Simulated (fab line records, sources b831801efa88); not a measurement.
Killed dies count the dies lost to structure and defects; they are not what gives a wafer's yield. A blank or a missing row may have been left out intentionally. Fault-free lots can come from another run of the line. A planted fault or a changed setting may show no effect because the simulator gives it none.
Which tool was responsible? :: flow sky130 :: route of 708 steps, sampled at 1 step: 6 lots, 18 wafers

== WHAT THE GAUGES READ, wafer by wafer ==
SKY_LI_CONTACT_RS_MEAS_22: the measuring method here is four-point-probe.
lot: L771
measured: day 30 23:02
on: film-metro-04
LI_CONTACT_W_RS (ohm/sq): 0.278 0.273 0.272

lot: L774
measured: day 31 12:03
on: film-metro-01
LI_CONTACT_W_RS (ohm/sq): 0.280 0.284 0.279

lot: L775
measured: day 31 22:17
on: film-metro-01
LI_CONTACT_W_RS (ohm/sq): 0.280 0.282 0.278

lot: L777
measured: day 32 12:33
on: film-metro-01
LI_CONTACT_W_RS (ohm/sq): 0.285 0.285 0.287

lot: L782
measured: day 34 00:18
on: film-metro-01
LI_CONTACT_W_RS (ohm/sq): 0.284 0.281 0.281

lot: L783
measured: day 34 09:33
on: film-metro-01
LI_CONTACT_W_RS (ohm/sq): 0.280 0.281 0.282

== TOOL THAT RAN EACH LOT (tool first, then ch and the chambers of the sampled wafers, then the start) ==
Record: no process step prior to these readings.

== THE ANSWER, worked out from the rows above alone ==
Rule: the usual values come from the lots themselves. Put in order of their means at a reading, lots are off if they are a third of the lots or fewer, leave a main group of 4 or more, and stand apart from it by a gap of 3 or more times the standard deviation of the main group's means; of several such gaps the widest counts. Not used: any main group whose means are identical at the precision the tables above print for the reading. Also off: a lot with no number at a reading for which 4 or more lots have one. The other lots that the step has rows for count as sound.
None of the lots is off at any reading shown; this tells nothing.

== WHAT THE SIMULATOR HAD PUT IN ==
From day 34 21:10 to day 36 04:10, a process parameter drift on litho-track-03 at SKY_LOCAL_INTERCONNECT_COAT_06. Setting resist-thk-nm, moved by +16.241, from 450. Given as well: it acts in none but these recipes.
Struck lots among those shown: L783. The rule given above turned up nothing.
